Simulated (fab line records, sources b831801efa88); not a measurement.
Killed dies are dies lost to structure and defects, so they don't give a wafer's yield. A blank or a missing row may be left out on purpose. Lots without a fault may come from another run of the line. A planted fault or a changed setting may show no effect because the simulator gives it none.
fab line records | flow gf180mcu | part 1 of 2: steps 1 to 42 of 43
record lots=6 wafers=18 last_day=33
route steps=602 shown VT_IMPLANT@131 MVSD@136 NWELL@137 LVPWELL@138 MVPSD@139 DUAL_GATE@141 POLY_GATE@157 PASSIVATION@602
lots that met no fault: from a run of the same line without faults
start_h: hours from the record's first day to the start of the lot's first wafer shown | wait_h: hours since the lot's step before | " the same as in the row above | L1.1+2: a row that stands for several wafers | - no value, or no start given | * or withheld: withheld | < > ~ a bound
route shown NAME@n: a module of which the file shows steps, and the number in the route of the first | usual: mean/standard deviation of fault-free wafers | same: alike in all rows | chamber/n: place in a boat | sites: the reading at each site | _std_site: their standard deviation | _edge_site: outer sites' mean less inner sites' | radius_mm: how far each site lies from the wafer's centre | mask NAME#n: copy n | behind: the tool/chamber that last shaped the wafer | hold: why the lot was held/for how many hours/how that ended | device: the transistor (n, p or np) that didn't switch | end of line: the same wafers' tests at the end of the route | a step without rows: its recipe alone | killed: dies lost to structure and defects at the first sort, not the wafer's yield | map: a wafer's dies, x killed, . not, _ none there
set.NAME: the setting as run; set.NAME@STEP: as run at that earlier step | model.NAME: the simulator's own value behind a step, which no gauge read
lots at some steps of the route; a table a step, a row a wafer
services: from which hour (start_h, from the record's first day; less than 0 if before it) a tool's chamber was out of use, for how many hours, and why
## steps
# step GF_VT_IMPLANT_IMPLANT_41
# recipe species=As energy_kev=70 dose_cm2=1.013e+12 tilt_deg=7
# step GF_VT_IMPLANT_STRIP_42
# recipe chemistry=O2/N2 power_w=1400 pressure_mtorr=1500 platen_temp_c=250 o2_flow_sccm=3000 n2_flow_sccm=300 overash_fraction=0.5
# usual drypump_motor_current_A=5.7/0.53 heater_power_w=325/34 oes_product_au=0.716/0.005 strip_time_to_endpoint_s=12.64/0.033
# columns lot.wafer tool chamber start_h wait_h drypump_motor_current_A heater_power_w oes_product_au rf_hours_counter_h strip_time_to_endpoint_s
L679.1 plasma_asher-03 1 165.37 0.1 6.7 300 0.713 5 12.62
L679.2 " 0 " " 5.5 294 0.721 5 12.61
L679.4 " 1 " " 6.7 299 0.719 - 12.61
L680.3 plasma_asher-02 0 176.39 0.1 4.9 313 0.712 - 12.60
L680.4 " 1 " " 6.0 328 0.725 - 12.66
L680.6 " 0 " " 4.9 307 0.711 - 12.62
L687.1 plasma_asher-01 0 205.07 0.1 5.7 334 0.723 61 12.64
L687.2 " 1 " " 5.6 394 0.719 61 12.64
L687.4 " 1 " " 5.6 396 0.718 - 12.64
L694.2 plasma_asher-01 0 257.21 0.1 5.6 340 0.708 66 12.67
L694.3 " 1 " " 5.6 400 0.717 - 12.67
L694.6 " 0 " " 5.6 329 0.712 - 12.64
L698.2 plasma_asher-03 0 284.12 0.1 5.5 291 0.710 17 12.60
L698.4 " 0 " " 5.5 292 0.711 - 12.63
L698.5 " 1 " " 6.6 292 0.715 - 12.58
L699.1 plasma_asher-01 0 289.95 0.1 5.6 336 0.718 69 12.62
L699.3 " 0 " " 5.6 343 0.718 - 12.63
L699.5 " 0 " " 5.6 340 0.720 - 12.58
# step GF_VT_IMPLANT_TW_MEAS_43
# usual VT_IMPLANT_4_TW=685/10
# columns lot.wafer tool chamber start_h wait_h VT_IMPLANT_4_TW
L679.1 film_metro-03 - 165.47 0.1 684
L679.2 " - " " 682
L679.4 " - " " 684
L680.3 film_metro-02 - 176.47 0.1 703
L680.4 " - " " 700
L680.6 " - " " 706
L687.1 film_metro-02 - 205.17 0.1 695
L687.2 " - " " 698
L687.4 " - " " 695
L694.2 film_metro-04 - 257.32 0.1 678
L694.3 " - " " 674
L694.6 " - " " 675
L698.2 film_metro-04 - 284.23 0.1 678
L698.4 " - " " 678
L698.5 " - " " 678
L699.1 film_metro-02 - 290.05 0.1 697
L699.3 " - " " 698
L699.5 " - " " 698
# step GF_VT_IMPLANT_CLEAN_44
# recipe chemistry=SC1/SC2 mix=1:4:20 temp_c=70 time_s=150 dry=n2_spin
# step GF_VT_IMPLANT_RTA_45
# recipe temp_c=1050 time_s=30 ambient=N2
# usual anneal_temp_c_max=1054.3/1.3 lamp_power_pct=33.3/0.9 wafer_temp_C_max=1055.1/1.7
# columns lot.wafer tool chamber start_h wait_h anneal_temp_c_max lamp_power_pct wafer_temp_C_max
L679.1 rtp_anneal-01 0 165.58 0.0 1052.8 34.2 1053.9
L679.2 " 0 " " 1052.9 34.3 1054.9
L679.4 " 0 " " 1053.2 34.3 1054.7
L680.3 rtp_anneal-01 0 176.60 0.0 1052.4 34.2 1053.4
L680.4 " 0 " " 1052.4 34.3 1055.6
L680.6 " 0 " " 1053.5 34.3 1054.0
L687.1 rtp_anneal-02 0 205.28 0.0 1056.0 32.4 1056.2
L687.2 " 0 " " 1057.2 32.5 1055.8
L687.4 " 0 " " 1055.0 32.5 1054.3
L694.2 rtp_anneal-01 0 257.44 0.0 1052.8 34.2 1053.6
L694.3 " 0 " " 1053.4 34.2 1053.4
L694.6 " 0 " " 1052.0 34.2 1054.0
L698.2 rtp_anneal-02 0 284.34 0.0 1055.8 32.5 1056.0
L698.4 " 0 " " 1054.3 32.5 1057.0
L698.5 " 0 " " 1054.4 32.4 1055.5
L699.1 rtp_anneal-02 0 290.17 0.0 1055.0 32.4 1057.1
L699.3 " 0 " " 1053.6 32.4 1057.2
L699.5 " 0 " " 1055.5 32.5 1055.6
# step GF_VT_IMPLANT_RS_MEAS_46
# recipe thk_meas_gauge=four-point-probe
# usual MVSD_RS=457.0/1
# columns lot.wafer tool chamber start_h wait_h MVSD_RS[ohm/sq]
L679.1 film_metro-02 - 165.68 0.1 458.6
L679.2 " - " " 458.1
L679.4 " - " " 456.6
L680.3 film_metro-02 - 176.70 0.1 459.0
L680.4 " - " " 456.7
L680.6 " - " " 457.9
L687.1 film_metro-02 - 205.38 0.1 458.0
L687.2 " - " " 457.0
L687.4 " - " " 457.8
L694.2 film_metro-04 - 257.54 0.1 456.1
L694.3 " - " " 454.8
L694.6 " - " " 455.5
L698.2 film_metro-04 - 284.45 0.1 456.3
L698.4 " - " " 458.4
L698.5 " - " " 458.4
L699.1 film_metro-02 - 290.27 0.1 457.3
L699.3 " - " " 457.6
L699.5 " - " " 456.9
# step GF_VT_IMPLANT_RS_MEAS_47
# recipe thk_meas_gauge=four-point-probe
# usual NWELL_RS=488.2/1.3
# columns lot.wafer tool chamber start_h wait_h NWELL_RS[ohm/sq]
L679.1 film_metro-02 - 165.80 0.1 489.2
L679.2 " - " " 490.0
L679.4 " - " " 488.4
L680.3 film_metro-02 - 176.82 0.1 488.9
L680.4 " - " " 489.5
L680.6 " - " " 488.8
L687.1 film_metro-02 - 205.50 0.1 487.7
L687.2 " - " " 487.6
L687.4 " - " " 486.9
L694.2 film_metro-04 - 257.66 0.1 487.6
L694.3 " - " " 487.8
L694.6 " - " " 487.2
L698.2 film_metro-04 - 284.57 0.1 488.0
L698.4 " - " " 487.7
L698.5 " - " " 487.0
L699.1 film_metro-02 - 290.39 0.1 487.2
L699.3 " - " " 487.4
L699.5 " - " " 487.6
# step GF_VT_IMPLANT_RS_MEAS_48
# recipe thk_meas_gauge=four-point-probe
# usual LVPWELL_RS=1197/3.5
# columns lot.wafer tool chamber start_h wait_h LVPWELL_RS[ohm/sq]
L679.1 film_metro-02 - 165.92 0.1 1198
L679.2 " - " " 1196
L679.4 " - " " 1201
L680.3 film_metro-02 - 176.94 0.1 1199
L680.4 " - " " 1200
L680.6 " - " " 1199
L687.1 film_metro-02 - 205.62 0.1 1202
L687.2 " - " " 1205
L687.4 " - " " 1205
L694.2 film_metro-04 - 257.78 0.1 1197
L694.3 " - " " 1200
L694.6 " - " " 1199
L698.2 film_metro-04 - 284.69 0.1 1192
L698.4 " - " " 1193
L698.5 " - " " 1194
L699.1 film_metro-02 - 290.51 0.1 1197
L699.3 " - " " 1199
L699.5 " - " " 1198
# step GF_VT_IMPLANT_RS_MEAS_49
# recipe thk_meas_gauge=four-point-probe
# usual MVPSD_RS=1169/3.4
# columns lot.wafer tool chamber start_h wait_h MVPSD_RS[ohm/sq]
L679.1 film_metro-02 - 166.04 0.1 1168
L679.2 " - " " 1168
L679.4 " - " " 1170
L680.3 film_metro-02 - 177.06 0.1 1161
L680.4 " - " " 1164
L680.6 " - " " 1165
L687.1 film_metro-02 - 205.74 0.1 1170
L687.2 " - " " 1170
L687.4 " - " " 1168
L694.2 film_metro-04 - 257.90 0.1 1172
L694.3 " - " " 1168
L694.6 " - " " 1174
L698.2 film_metro-04 - 284.81 0.1 1168
L698.4 " - " " 1165
L698.5 " - " " 1167
L699.1 film_metro-02 - 290.63 0.1 1168
L699.3 " - " " 1167
L699.5 " - " " 1170
# step GF_VT_IMPLANT_WET_ETCH_50
# recipe chemistry=dHF target_depth_nm=20 target=SiO2 temp_c=25 dilution=100:1 time_s=400
# step GF_DUAL_GATE_CLEAN_00
# recipe chemistry=SC1/SC2 mix=1:4:20 temp_c=70 time_s=150
# step GF_DUAL_GATE_CLEAN_01
# recipe chemistry=dHF time_s=20 dilution=100:1 dry=ipa_marangoni
# step GF_DUAL_GATE_OXIDATION_02
# recipe temp_c=900 ambient=O2 stabilise_s=600 purge_s=300 target_thk_a=108.87 ox_time_s=1602
# usual spike_tc_bottom_C=918.0/0.9
# columns lot.wafer tool chamber start_h wait_h spike_tc_bottom_C
L679.1 furnace-02 0 167.47 1.1 919.2
L679.2 " 0 " " 915.9
L679.4 " 0 " " 918.4
L680.3 furnace-01 0 177.69 0.4 917.6
L680.4 " 0 " " 920.3
L680.6 " 0 " " 918.4
L687.1 furnace-02 0 206.51 0.5 918.9
L687.2 " 0 " " 917.0
L687.4 " 0 " " 916.6
L694.2 furnace-02 0 260.30 2.1 918.4
L694.3 " 0 " " 918.1
L694.6 " 0 " " 916.9
L698.2 furnace-02 0 288.87 3.8 917.6
L698.4 " 0 " " 918.4
L698.5 " 0 " " 917.1
L699.1 furnace-02 0 297.52 6.6 917.6
L699.3 " 0 " " 918.5
L699.5 " 0 " " 918.1
# step GF_DUAL_GATE_THK_MEAS_03
# recipe reads=SiO2_of_DUAL_GATE_OXIDATION_02
# usual DUAL_GATE_OXIDATION_00_THK=10.85/0.19
# columns lot.wafer tool chamber start_h wait_h DUAL_GATE_OXIDATION_00_THK[nm]
L679.1 film_metro-03 - 168.91 0.0 10.82
L679.2 " - " " 10.91
L679.4 " - " " 10.52
L680.3 film_metro-04 - 179.16 0.0 10.70
L680.4 " - " " 10.63
L680.6 " - " " 10.85
L687.1 film_metro-03 - 207.96 0.0 11.03
L687.2 " - " " 11.14
L687.4 " - " " 11.15
L694.2 film_metro-01 - 261.76 0.0 11.10
L694.3 " - " " 11.11
L694.6 " - " " 11.11
L698.2 film_metro-03 - 290.32 0.0 10.83
L698.4 " - " " 10.81
L698.5 " - " " 10.76
L699.1 film_metro-03 - 298.96 0.0 10.98
L699.3 " - " " 10.92
L699.5 " - " " 10.90
# step GF_DUAL_GATE_DEHYDRATE_04
# recipe temp_c=200 time_s=60
# step GF_DUAL_GATE_HMDS_05
# recipe prime_time_s=60 prime_temp_c=120
# step GF_DUAL_GATE_COAT_06
# recipe resist=NOVOLAK spin_rpm=3000 resist_thk_nm=1000
# step GF_DUAL_GATE_SOFTBAKE_07
# recipe temp_c=90 time_s=60 resist=NOVOLAK
# step GF_DUAL_GATE_EXPOSE_08
# recipe mask_id=Dualgate target_cd_nm=700 na=0.6 source_shape=conventional sigma_outer=0.6 dose_mj=140
# step GF_DUAL_GATE_PEB_09
# recipe temp_c=withheld time_s=* resist=NOVOLAK
# step GF_DUAL_GATE_DEVELOP_10
# recipe develop_time_s=60 dev_temp_c=23
# step GF_DUAL_GATE_OVL_MEAS_11
# usual DUAL_GATE_OVL=1.2/1.3
# columns lot.wafer tool chamber start_h wait_h DUAL_GATE_OVL[nm]
L679.1 overlay-02 - 185.07 0.1 2.4
L679.2 " - " " 2.3
L679.4 " - " " 2.8
L680.3 overlay-02 - 195.24 0.1 1.7
L680.4 " - " " 1.6
L680.6 " - " " 1.0
L687.1 overlay-02 - 225.32 0.1 1.0
L687.2 " - " " 1.0
L687.4 " - " " 0.2
L694.2 overlay-01 - 280.22 0.1 1.8
L694.3 " - " " -0.4
L694.6 " - " " -1.0
L698.2 overlay-01 - 309.27 0.1 -0.8
L698.4 " - " " 0.4
L698.5 " - " " -0.7
L699.1 overlay-01 - 318.51 0.1 2.4
L699.3 " - " " 1.5
L699.5 " - " " 3.8
# step GF_DUAL_GATE_WET_ETCH_12
# recipe chemistry=dHF target_depth_nm=13 dry=n2_spin target=SiO2 temp_c=25 dilution=100:1 time_s=260
# step GF_DUAL_GATE_STRIP_13
# recipe chemistry=O2/N2 power_w=1400 pressure_mtorr=1500 platen_temp_c=250 o2_flow_sccm=3000 n2_flow_sccm=300 overash_fraction=0.5
# usual drypump_motor_current_A=5.5/0.44 heater_power_w=333/31 oes_product_au=0.715/0.0049 strip_time_to_endpoint_s=12.64/0.032
# columns lot.wafer tool chamber start_h wait_h drypump_motor_current_A heater_power_w oes_product_au rf_hours_counter_h strip_time_to_endpoint_s
L679.1 plasma_asher-04 0 185.18 0.0 5.4 320 0.719 52 12.64
L679.2 " 1 " " 6.1 380 0.712 52 12.68
L679.4 " 1 " " 6.1 362 0.713 - 12.65
L680.3 plasma_asher-01 1 195.38 0.0 5.6 392 0.712 - 12.58
L680.4 " 0 " " 5.6 338 0.718 - 12.62
L680.6 " 1 " " 5.6 397 0.715 - 12.59
L687.1 plasma_asher-02 0 225.43 0.0 4.9 308 0.718 41 12.64
L687.2 " 1 " " 6.0 330 0.714 41 12.66
L687.4 " 0 " " 4.9 302 0.715 - 12.66
L694.2 plasma_asher-02 0 280.33 0.0 4.9 292 0.704 47 12.63
L694.3 " 0 " " 4.9 298 0.718 - 12.62
L694.6 " 0 " " 4.9 309 0.723 - 12.64
L698.2 plasma_asher-02 1 309.39 0.0 6.0 324 0.716 50 12.64
L698.4 " 0 " " 4.9 296 0.709 - 12.66
L698.5 " 0 " " 4.9 299 0.715 - 12.68
L699.1 plasma_asher-02 0 318.63 0.0 4.9 298 0.718 51 12.59
L699.3 " 0 " " 4.9 307 0.711 - 12.68
L699.5 " 1 " " 6.0 330 0.712 - 12.62
# step GF_DUAL_GATE_CLEAN_14
# recipe chemistry=SC1/SC2 mix=1:4:20 temp_c=70 time_s=150 dry=n2_spin
# step GF_DUAL_GATE_OXIDATION_15
# recipe temp_c=850 ambient=O2 stabilise_s=600 purge_s=300 target_thk_a=70.98 ox_time_s=1995
# step GF_POLY_GATE_CVD_00
# recipe material=poly-Si target_thk_nm=200 temp_c=620 time_s=1200 pressure_mtorr=200
# step GF_POLY_GATE_THK_MEAS_01
# recipe reads=poly-Si_of_POLY_GATE_CVD_00
# usual POLY_GATE_CVD_00_THK=201.4/1.6
# columns lot.wafer tool chamber start_h wait_h POLY_GATE_CVD_00_THK[nm]
L679.1 film_metro-02 - 189.18 0.0 199.6
L679.2 " - " " 200.5
L679.4 " - " " 201.2
L680.3 film_metro-02 - 200.01 0.0 203.4
L680.4 " - " " 201.1
L680.6 " - " " 201.4
L687.1 film_metro-01 - 229.85 0.0 201.3
L687.2 " - " " 202.2
L687.4 " - " " 201.9
L694.2 film_metro-02 - 284.27 0.1 203.2
L694.3 " - " " 204.2
L694.6 " - " " 205.3
L698.2 film_metro-03 - 312.44 0.0 202.0
L698.4 " - " " 203.8
L698.5 " - " " 201.9
L699.1 film_metro-03 - 322.34 0.0 201.2
L699.3 " - " " 202.0
L699.5 " - " " 201.1
# step GF_POLY_GATE_DEHYDRATE_02
# recipe temp_c=200 time_s=60
# step GF_POLY_GATE_HMDS_03
# recipe prime_time_s=60 prime_temp_c=120
# step GF_POLY_GATE_COAT_04
# recipe resist=BARC temp_c=withheld time_s=withheld spin_rpm=withheld resist_thk_nm=withheld
# step GF_POLY_GATE_COAT_05
# recipe resist=KrF spin_rpm=withheld resist_thk_nm=700
# step GF_POLY_GATE_SOFTBAKE_06
# recipe temp_c=130 time_s=60 resist=KrF
# step GF_POLY_GATE_EXPOSE_07
# recipe mask_id=Poly2 target_cd_nm=280 na=0.68 source_shape=conventional sigma_outer=0.6 dose_mj=28
# step GF_POLY_GATE_PEB_08
# recipe peb_temp_c=135 peb_time_s=90 resist=KrF
# step GF_POLY_GATE_DEVELOP_09
# recipe develop_time_s=60 resist=KrF dev_temp_c=21
# step GF_POLY_GATE_CD_MEAS_10
# recipe target_cd_nm=280
# usual cd_nm=280.3/0.97
# columns lot.wafer tool chamber start_h wait_h cd_nm
L679.1 cd_sem-01 - 205.83 0.1 281.0
L679.2 " - " " 280.6
L679.4 " - " " 280.1
L680.3 cd_sem-01 - 216.69 0.2 280.6
L680.4 " - " " 280.1
L680.6 " - " " 280.8
L687.1 cd_sem-01 - 247.78 0.1 282.8
L687.2 " - " " 282.9
L687.4 " - " " 282.7
L694.2 cd_sem-02 - 303.35 0.1 280.5
L694.3 " - " " 279.9
L694.6 " - " " 280.2
L698.2 cd_sem-01 - 332.73 0.1 279.4
L698.4 " - " " 280.3
L698.5 " - " " 279.9
L699.1 cd_sem-01 - 343.22 0.1 279.9
L699.3 " - " " 281.5
L699.5 " - " " 280.3
# step GF_POLY_GATE_OVL_MEAS_11
# usual POLY_GATE_OVL=-4/5.1
# columns lot.wafer tool chamber start_h wait_h POLY_GATE_OVL[nm]
L679.1 overlay-01 - 205.95 0.1 -10
L679.2 " - " " -3
L679.4 " - " " 0
L680.3 overlay-02 - 216.79 0.1 -1
L680.4 " - " " -5
L680.6 " - " " -1
L687.1 overlay-02 - 247.90 0.1 -1
L687.2 " - " " -12
L687.4 " - " " -6
L694.2 overlay-02 - 303.46 0.1 -8
L694.3 " - " " -4
L694.6 " - " " -2
L698.2 overlay-02 - 332.84 0.1 -5
L698.4 " - " " -2
L698.5 " - " " -4
L699.1 overlay-01 - 343.34 0.1 -8
L699.3 " - " " -2
L699.5 " - " " -4
# step GF_POLY_GATE_ETCH_12
# recipe chemistry=N2/H2 target_depth_a=withheld overetch_a=withheld time_s=withheld target=BARC ion_energy_ev=200 source_w=500 bias_w=100 pressure_mtorr=30 n2_flow_sccm=100 h2_flow_sccm=200
# usual drypump_motor_current_A=5.97/0.29 oes_product_au=0.736/0.0046 throttle_valve_pct=13.214/0.0099
# columns lot.wafer tool chamber start_h wait_h drypump_motor_current_A oes_product_au throttle_valve_pct
L679.1 rie_diel-02 1 205.99 0.0 5.96 0.736 13.222
L679.2 " 3 " " 5.97 0.734 13.222
L679.4 " 3 " " 5.98 0.734 13.215
L680.3 rie_diel-01 3 216.81 0.0 5.68 0.737 13.223
L680.4 " 1 " " 6.38 0.729 13.224
L680.6 " 0 " " 6.29 0.734 13.228
L687.1 rie_diel-03 2 247.94 0.0 5.97 0.734 13.194
L687.2 " 1 " " 5.89 0.733 13.208
L687.4 " 3 " " 6.39 0.740 13.220
L694.2 rie_diel-03 1 303.49 0.0 5.86 0.734 13.212
L694.3 " 3 " " 6.34 0.730 13.214
L694.6 " 1 " " 5.86 0.738 13.224
L698.2 rie_diel-02 3 332.87 0.0 5.98 0.730 13.227
L698.4 " 1 " " 5.94 0.739 13.210
L698.5 " 0 " " 5.83 0.743 13.226
L699.1 rie_diel-03 3 343.37 0.0 6.37 0.732 13.215
L699.3 " 2 " " 5.99 0.728 13.216
L699.5 " 0 " " 5.31 0.743 13.217
# step GF_POLY_GATE_ETCH_13
# recipe target=poly-Si target_depth_nm=198.5 stop_on=SiO2 over_etch_frac=0.403 chemistry=HBr/Cl2 icp_w=400 bias_w=100 pressure_mtorr=10 HBr_flow_sccm=150 Cl2_flow_sccm=50 time_s=69.6
# usual drypump_motor_current_A=5.6/0.4 oes_product_au=0.992/0.0099 throttle_valve_pct=33.684/0.0082
# columns lot.wafer tool chamber start_h wait_h drypump_motor_current_A oes_product_au rf_hours_counter_h throttle_valve_pct
L679.1 rie_si-02 1 206.04 - 5.3 0.973 3 33.678
L679.2 " 3 " " 6.0 1.001 3 33.671
L679.4 " 3 " " 6.0 0.998 - 33.695
L680.3 rie_si-02 1 216.86 - 5.3 0.970 3 33.711
L680.4 " 0 " " 6.2 0.973 35 33.699
L680.6 " 1 " " 5.3 0.973 - 33.700
L687.1 rie_si-01 3 247.99 - 5.1 0.993 1 33.692
L687.2 " 1 " " 5.7 1.005 80 33.693
L687.4 " 0 " " 5.8 1.005 105 33.696
L694.2 rie_si-01 3 303.54 - 5.1 0.986 2 33.691
L694.3 " 1 " " 5.7 0.996 81 33.680
L694.6 " 1 " " 5.7 1.012 - 33.691
L698.2 rie_si-01 1 332.92 - 5.7 1.005 81 33.694
L698.4 " 3 " " 5.1 0.996 2 33.694
L698.5 " 0 " " 5.8 1.010 - 33.683
L699.1 rie_si-02 2 343.42 - 5.2 0.996 1 33.677
L699.3 " 0 " " 6.3 0.980 36 33.688
L699.5 " 3 " " 6.0 0.997 - 33.682
# step GF_POLY_GATE_STRIP_14
# recipe chemistry=O2/N2 power_w=1400 pressure_mtorr=1500 platen_temp_c=250 o2_flow_sccm=3000 n2_flow_sccm=300 overash_fraction=0.5
# step GF_POLY_GATE_CLEAN_15
# recipe chemistry=SC1/SC2 mix=1:4:20 temp_c=70 time_s=150 dry=n2_spin
